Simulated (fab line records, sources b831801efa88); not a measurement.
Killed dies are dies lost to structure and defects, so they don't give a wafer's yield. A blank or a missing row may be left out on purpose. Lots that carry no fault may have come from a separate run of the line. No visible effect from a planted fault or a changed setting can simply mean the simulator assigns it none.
Chamber matching | flow sky130 | SKY_SPACER_ETCHBACK_02 on rieDiel-01 has 4 sister chambers
The step etches Si3N4 in CH3F/O2, stops on SiO2, time 46.7 s, target depth 45 nm. 24 wafers are shown with their chamber, then 12 later ones without.

WAFERS, EACH WITH ITS CHAMBER
wafer  | chamber | drypumpMotorCurrentA (A) | ch3fFlowSccm (sccm) | oesProductAu (a.u.)
L074.2 | 2       | 5.1                      | 39.91               | 0.844
L074.3 | 3       | 6.8                      | 40.06               | 0.844
L074.4 | 0       | 5.4                      | 39.93               | 0.853
L078.2 | 0       | 5.4                      | 40.05               | 0.857
L078.3 | 2       | 5.1                      | 39.90               | 0.844
L078.5 | 0       | 5.4                      | 40.13               | 0.855
L079.1 | 3       | 6.8                      | 39.96               | 0.855
L079.3 | 1       | 6.2                      | 40.21               | 0.850
L079.6 | 0       | 5.4                      | 39.96               | 0.862
L082.4 | 2       | 5.1                      | 40.04               | 0.863
L082.5 | 3       | 6.8                      | 40.05               | 0.850
L082.6 | 0       | 5.4                      | 39.82               | 0.855
L083.1 | 2       | 5.1                      | 39.65               | 0.854
L083.2 | 0       | 5.3                      | 39.97               | 0.851
L083.4 | 1       | 6.2                      | 39.87               | 0.858
L085.1 | 2       | 5.1                      | 40.05               | 0.857
L085.4 | 0       | 5.4                      | 40.01               | 0.872
L085.5 | 2       | 5.1                      | 40.03               | 0.857
L086.2 | 3       | 6.8                      | 40.15               | 0.857
L086.3 | 2       | 5.1                      | 39.86               | 0.851
L086.4 | 0       | 5.4                      | 40.03               | 0.849
L090.2 | 0       | 5.3                      | 40.17               | 0.855
L090.3 | 1       | 6.2                      | 40.13               | 0.853
L090.5 | 2       | 5.1                      | 40.07               | 0.861

SIGNATURES (averages over the wafers above)
reading              | chamber 0 | chamber 1 | chamber 2 | chamber 3 | scatter within a chamber
drypumpMotorCurrentA | 5.378     | 6.200     | 5.100     | 6.800     | 0.0279
ch3fFlowSccm         | 40.0078   | 40.0700   | 39.9387   | 40.0550   | 0.124
oesProductAu         | 0.85656   | 0.85367   | 0.85387   | 0.85150   | 0.00658
Rule: a wafer's distance from a chamber is the root of the sum, over the readings, of the square of ((its reading less the chamber's mean) divided by the reading's scatter). The wafer belongs to the nearest chamber; if the next one is less than 2 further off, it can't be placed. The scatter is the square root of a quotient: the sum, over the shown wafers, of each reading's squared deviation from its chamber's mean, divided by wafers minus chambers.

WAFERS MISSING THEIR CHAMBER
wafer  | drypumpMotorCurrentA (A) | ch3fFlowSccm (sccm) | oesProductAu (a.u.)
L093.3 | 6.2                      | 39.88               | 0.861
L093.5 | 6.8                      | 39.86               | 0.863
L093.6 | 5.1                      | 40.04               | 0.857
L094.2 | 5.1                      | 40.01               | 0.859
L094.3 | 6.8                      | 40.04               | 0.853
L094.4 | 6.2                      | 40.13               | 0.857
L095.1 | 5.1                      | 40.04               | 0.860
L095.5 | 5.1                      | 40.13               | 0.862
L095.6 | 6.2                      | 40.15               | 0.857
L097.1 | 6.8                      | 40.18               | 0.855
L097.3 | 5.1                      | 39.91               | 0.853
L097.6 | 6.8                      | 40.10               | 0.849

THE CHAMBER EACH PASSED THROUGH
wafer  | from the rows above | in truth
L093.3 | 1                   | 1
L093.5 | 3                   | 3
L093.6 | 2                   | 2
L094.2 | 2                   | 2
L094.3 | 3                   | 3
L094.4 | 1                   | 1
L095.1 | 2                   | 2
L095.5 | 2                   | 2
L095.6 | 1                   | 1
L097.1 | 3                   | 3
L097.3 | 2                   | 2
L097.6 | 3                   | 3
Correctly placed: 12 of 12. Not placeable from these rows: 0. Number placed wrongly: 0.
